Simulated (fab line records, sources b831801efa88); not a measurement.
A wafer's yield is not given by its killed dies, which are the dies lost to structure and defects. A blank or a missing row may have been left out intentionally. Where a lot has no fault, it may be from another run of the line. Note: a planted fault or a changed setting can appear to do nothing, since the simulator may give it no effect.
8D (eight disciplines) problem report, filled in by code	flow sky130	the parts of the form that need people (team, actions taken, sign-off) are left out

## 1. THE PROBLEM
Wafers without a fault read 310 s with a standard deviation of 4.2, while runLengthS at SKY_SONOS_ONO_WET_ETCH_16 averages 606 s across 3 wafers of 1 lot. Relative to the usual mean, that is a shift of +70 standard deviations.
The step: etches SiO2 in dHF, target depth 14 nm, time 280 s.
Seen first at day 17 09:59 on wetBench-02, wafer L248.3. Wafers with a number at this step in the record: 15, from 5 lots. By rule, "out" or "out of limits" means more than 4 standard deviations away from the usual mean. The rest of the wafers with a number are treated as sound.

## 2. WHAT IT IS, AND WHAT IT ISN'T
question	is	is not
which readings at this step	runLengthS	bathHeatDutyPct, tempC
which lots	L248	L236, L239, L254, L258
which wafers of those lots	all that have a number	-
read on which tools	wetBench-02	wetBench-01
when	from day 17 09:59	up to then (6 sound wafers); but 6 sound wafers of L254, L258 came after

## 3. SUSPECTS, AND WHAT RULES EACH OUT
Counting: any tool at a process step up to the reading is kept as a suspect provided that every lot that is out went through it and no sound lot did after the first of them.
- rieDiel-03 at SKY_SONOS_ONO_ETCH_15 (etches the open film in CHF3/O2, target depth 19.52 nm, time 7.8 s): kept. It ran the lot that is out, L248 (day 17 09:58), and no sound lot after that.
- wetBench-02 at SKY_SONOS_ONO_WET_ETCH_16 (etches SiO2 in dHF, target depth 14 nm, time 280 s): kept. It ran the lot that is out, L248 (day 17 09:59), and no sound lot after that; its last sound lot up to then is L236 (day 13 00:02). Its own readings are out on those wafers: runLengthS.
Left after counting: rieDiel-03 at SKY_SONOS_ONO_ETCH_15, wetBench-02 at SKY_SONOS_ONO_WET_ETCH_16.

## 4. THE CAUSE (what the simulator had put in)
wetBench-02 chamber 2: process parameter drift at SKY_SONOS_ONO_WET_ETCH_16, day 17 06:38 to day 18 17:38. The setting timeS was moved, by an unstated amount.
After counting, 2 suspects remain, this tool included.

## 5. SEQUENCE OF EFFECTS, ordered by route
One row per reading whose mean, taken over the struck wafers that have a number, lies over 3 standard deviations from the usual. Only readings whose record carries a usual standard deviation are examined. hours: median over the lots of the time between each lot's start at the first step of this table that gives one and its start at this step. sigmas: the change, counted in usual standard deviations.
hours	step	reading	usual	on struck wafers	change	sigmas
0	SKY_SONOS_ONO_WET_ETCH_16	runLengthS	310 s	606	+296	+70
Here are the process steps it includes:
- SKY_SONOS_ONO_WET_ETCH_16: etches SiO2 in dHF, target depth 14 nm, time 280 s.
Later steps that measure or inspect, where all struck wafers having a row at the step show a number for every such reading and not one has moved that far: SKY_GATE_OXIDE_THK_MEAS_02, SKY_GATE_OXIDE_OVL_MEAS_10, SKY_GATE_OXIDE_TW_MEAS_14, SKY_POLY_GATE_THK_MEAS_01.

## 6. WHAT WOULD HAVE CAUGHT IT SOONER
First out-of-limits reading in this record: day 17 09:59, which is 3 hours after fault onset at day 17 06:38.
